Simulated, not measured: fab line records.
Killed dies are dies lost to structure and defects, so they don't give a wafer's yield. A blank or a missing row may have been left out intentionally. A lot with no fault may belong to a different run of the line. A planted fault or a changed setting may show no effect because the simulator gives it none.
2 desks, one fault | flow gf180mcu | only its own numbers are on each desk; what lay behind them is given at the end

METROLOGY DESK
Means of the sampled wafers that have a number, per lot and without regard to the tool the lot ran on: this is what the gauges read. The brackets show how far a lot's mean lies from the usual mean; more than 4 standard deviations puts the lot out of limits, marked OUT.
Columns: A = M4_OVL at GF_M4_OVL_MEAS_15, usual -2 nm; B = V4_CVD_00_THK at GF_V4_THK_MEAS_01, usual 599 nm
lot  | first seen here | A  | B
L196 | day 23 06:35    | -4 | 593
L197 | day 24 00:37    | -8 | 597
L198 | day 24 04:24    | -1 | 595
L199 | day 24 15:25    | -5 | 604
L200 | day 24 21:34    | 2  | 598
L201 | day 25 08:17    | -1 | 609
L206 | day 26 20:30    | -8 | 602
L208 | day 27 14:58    | -4 | 604
L213 | day 28 23:49    | -1 | 595
L214 | day 29 08:46    | -5 | 602
L216 | day 29 21:55    | -1 | 597
L217 | day 30 01:15    | -2 | 593
L218 | day 30 11:34    | -3 | 601
L219 | day 30 19:46    | -9 | 600
This desk found nothing out of limits on any of the 14 lots.

FOR THE TOOL OWNER'S DESK: rie-diel-02
The tool's own readings at GF_CONTACT_ETCH_17 (etches SiO2 in C4F8/O2/Ar, stops on CoSi2, target depth 860 nm): means of the sampled wafers that have a number, for each lot that ran on this tool. The brackets show how far a lot's mean lies from the usual mean; more than 4 standard deviations puts the lot out of limits, marked OUT.
Columns: A = oes-product-au at GF_CONTACT_ETCH_17, usual 0.814 a.u.
lot  | first seen here | A
L201 | day 18 02:00    | 0.816
L206 | day 19 21:00    | 0.811
L208 | day 20 17:00    | 0.815
L217 | day 23 15:00    | 0.815
L218 | day 24 03:00    | 0.817
This desk found nothing out of limits on any of the 5 lots.

PUT TOGETHER
Nothing out of limits was seen by the metrology desk.
The desk of the tool owner found nothing out of limits.

WHAT WAS PUT IN BY THE SIMULATOR
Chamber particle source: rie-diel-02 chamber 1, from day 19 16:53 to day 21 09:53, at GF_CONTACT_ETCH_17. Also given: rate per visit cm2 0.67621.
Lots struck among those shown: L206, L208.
